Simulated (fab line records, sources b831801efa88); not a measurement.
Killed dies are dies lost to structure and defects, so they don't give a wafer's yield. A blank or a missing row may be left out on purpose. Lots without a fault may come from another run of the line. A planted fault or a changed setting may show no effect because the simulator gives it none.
A struck lot beside a sound one | flow sky130 | 36 steps out of a route of 708
Sound: wafers L820.4, L820.5, L820.6. Struck: wafers L831.1, L831.3. (L831.2 of the same lot was not struck and is left out.) The cause comes at the end.
At each step with rows: each side's tool, then ch and its chambers, then its first start. Under that, the readings that differ: sound wafers | struck wafers | difference of the means | sigmas: that difference in standard deviations of wafers without a fault.
alike: readings whose means differ by less than 2 such deviations, and words and numbers that are the same on both sides. not compared: withheld readings, readings that some wafer has no value for, bounds like >300 that may hide the same value, and numbers for which the record gives no deviation and whose values overlap.
The two part at a step that has a row with sigmas, a row that says differs or no value, or rows on one side only. Numbers that don't overlap but have no deviation are shown without sigmas and don't part them. A reading that every wafer of one side lacks parts them only if that side has two wafers or more.

first, 9 steps without rows for these wafers: SKY_VIA4_CMP_02 (polishes SiO2); SKY_VIA4_DEHYDRATE_04 (time 60 s); SKY_VIA4_HMDS_05 (prime time 60 s); SKY_VIA4_COAT_06 (resist thk 1140 nm); SKY_VIA4_SOFTBAKE_07 (time 60 s); SKY_VIA4_EXPOSE_08 (exposes mask VIM4, target cd 800 nm); SKY_VIA4_PEB_09; SKY_VIA4_DEVELOP_10 (develop time 60 s); SKY_VIA4_ETCH_12 (etches SiO2 in C4F8/O2/Ar, stops on TiN, target depth 580 nm).
SKY_VIA4_STRIP_13: strips in O2/N2.
  sound on plasma_asher-01 ch 0,1, day 43 01:49; struck on plasma_asher-01 ch 1, day 46 17:02
  alike: drypump_motor_current_A, o2_flow_sccm, oes_product_au, strip_time_to_endpoint_s
  not compared: rf_hours_counter_h
then, 25 steps without rows for these wafers: SKY_VIA4_STRIP_14 (strips in post etch residue remover, time 1200 s); SKY_VIA4_CLEAN_15 (cleans in IPA, time 180 s); SKY_VIA4_CLEAN_16 (cleans in O3/DIW); SKY_VIA4_SPUTTER_17 (material TiN, target thk 20 nm, time 80 s); SKY_VIA4_CVD_18 (deposits W, target thk 505 nm, time 152.14 s); SKY_VIA4_CMP_21 (polishes, stops on SiO2, t overpolish 25 s, target thk 0 nm); SKY_METAL5_SPUTTER_00 (material Ti, target thk 15 nm, time 10 s); SKY_METAL5_SPUTTER_01 (material TiN, target thk 20 nm, time 16.7 s); SKY_METAL5_SPUTTER_02 (material AlCu, target thk 1150 nm, time 61.2 s); SKY_METAL5_SPUTTER_03 (material Ti, target thk 5 nm, time 3.3 s); SKY_METAL5_SPUTTER_04 (material TiN, target thk 70 nm, time 58.3 s); SKY_METAL5_DEHYDRATE_07 (time 60 s); SKY_METAL5_HMDS_08 (prime time 60 s); SKY_METAL5_COAT_09 (resist thk 1800 nm); SKY_METAL5_SOFTBAKE_10 (time 60 s); SKY_METAL5_EXPOSE_11 (exposes mask MM5, target cd 1600 nm); SKY_METAL5_PEB_12; SKY_METAL5_DEVELOP_13 (develop time 60 s); SKY_METAL5_DESCUM_14 (chemistry O2, time 11 s); SKY_METAL5_METAL_ETCH_15 (etches the open film in Cl2/BCl3, stops on SiO2, target depth 1260 nm, time 252 s); SKY_METAL5_STRIP_16 (strips in O2/N2); SKY_METAL5_STRIP_17 (strips in post etch residue remover, time 1200 s); SKY_METAL5_CLEAN_18 (cleans in IPA, time 180 s); SKY_METAL5_CLEAN_19 (cleans in O3/DIW); SKY_PASSIVATION_CVD_00 (deposits SiO2, target thk 90 nm).
-- the record jumps here: 3 days lie between the struck wafers' starts before and after (it left off in module PASSIVATION and takes up again in module PAD_OPEN, whose first step shown is number 708 of the route) --
SKY_PAD_OPEN_PROBE_99:
  sound on prober-01, day 46 00:56; struck on prober-02, day 49 07:48
  reading                               | sound             | struck      | difference | sigmas
  defect_limited_yield (%)              | 82.9 82.3 82.5    | 75.0 74.4   | -7.9       | -5
  killed_at_M4_up                       | 4 8 3             | 46 41       | +38        | +21
  killed_dies                           | 84 87 86          | 123 126     | +39        | +5
  sort_bin_3_pad_short (%)              | 1.0 1.2 0.6       | 1.8 2.2     | +1.1       | +3
  sort_bin_5_function (%)               | 8.9 11.4 11.2     | 14.4 14.8   | +4.1       | +3
  sort_bin_6_memory (%)                 | 7.1 5.1 5.7       | 8.7 8.5     | +2.6       | +3
  sort_n_pass                           | 408 405 406       | 369 366     | -39        | -5
  sort_yield_pct (%)                    | 82.9 82.3 82.5    | 75.0 74.4   | -7.9       | -5
  model.etest.tester.sort_n_pass        | 408 405 406       | 369 366     | -39        |
  model.etest.tester.sort_yield_pct (%) | 82.93 82.32 82.52 | 75 74.39    | -8         |
  model.etest.tester.sort_bin_5_pct (%) | 8.943 11.38 11.18 | 14.43 14.84 | +4.13      |
  model.etest.tester.sort_bin_3_pct (%) | 1.016 1.22 0.6098 | 1.829 2.236 | +1.084     |
  alike: killed_at_M0_to_M3, killed_at_contacts, killed_at_front_end, killed_at_other, killed_open, killed_short

WHERE THEY PART
Only at SKY_PAD_OPEN_PROBE_99, within this record.

WHY: what the simulator had put in
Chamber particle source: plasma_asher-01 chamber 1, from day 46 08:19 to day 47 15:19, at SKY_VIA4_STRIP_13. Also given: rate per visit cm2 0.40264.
